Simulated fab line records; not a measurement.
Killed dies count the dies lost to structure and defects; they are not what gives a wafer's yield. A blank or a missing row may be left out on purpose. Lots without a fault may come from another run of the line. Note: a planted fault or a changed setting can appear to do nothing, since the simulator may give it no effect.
What tool caused it? + flow gf180mcu + route of 602 steps, sampled at 1 step: 6 lots, 18 wafers

WHAT THE GAUGES READ, wafer by wafer
GF_HV_LDD_OVL_MEAS_47.
| lot  | measured     | on         | HV_LDD_03_OVL (nm) |
|------|--------------|------------|--------------------|
| L760 | day 13 08:37 | overlay-02 | -3.3 -2.2 -2.2     |
| L764 | day 14 17:24 | overlay-01 | -2.3 -2.0 -1.5     |
| L766 | day 15 13:27 | overlay-02 | -0.3 -0.2 0.5      |
| L770 | day 16 20:37 | overlay-02 | -4.1 -2.1 -0.8     |
| L772 | day 17 11:00 | overlay-01 | 0.7 -0.1 -0.8      |
| L780 | day 20 04:29 | overlay-02 | -0.7 0.6 0.1       |

WHAT TOOL EACH LOT RAN ON (gives the tool, then ch and the chambers of the sampled wafers, and finally the start)
The record holds no process step before these readings.

THE ANSWER, worked out from the rows above alone
Rule: the usual values come from the lots themselves. Put in order of their means at a reading, lots are off if they are a third of the lots or fewer, leave a main group of 4 or more, and stand apart from it by a gap of 3 or more times the standard deviation of the main group's means; of several such gaps the widest counts. The tables above print the reading to a certain number of digits; a main group whose means all agree to those digits is not used. A lot without any number at a reading at which 4 lots or more have one is off too. Where the step has rows for the other lots, those lots are counted as sound.
Nothing can be told from this: no lot is off at any reading shown.

WHAT THE SIMULATOR HAD PUT IN
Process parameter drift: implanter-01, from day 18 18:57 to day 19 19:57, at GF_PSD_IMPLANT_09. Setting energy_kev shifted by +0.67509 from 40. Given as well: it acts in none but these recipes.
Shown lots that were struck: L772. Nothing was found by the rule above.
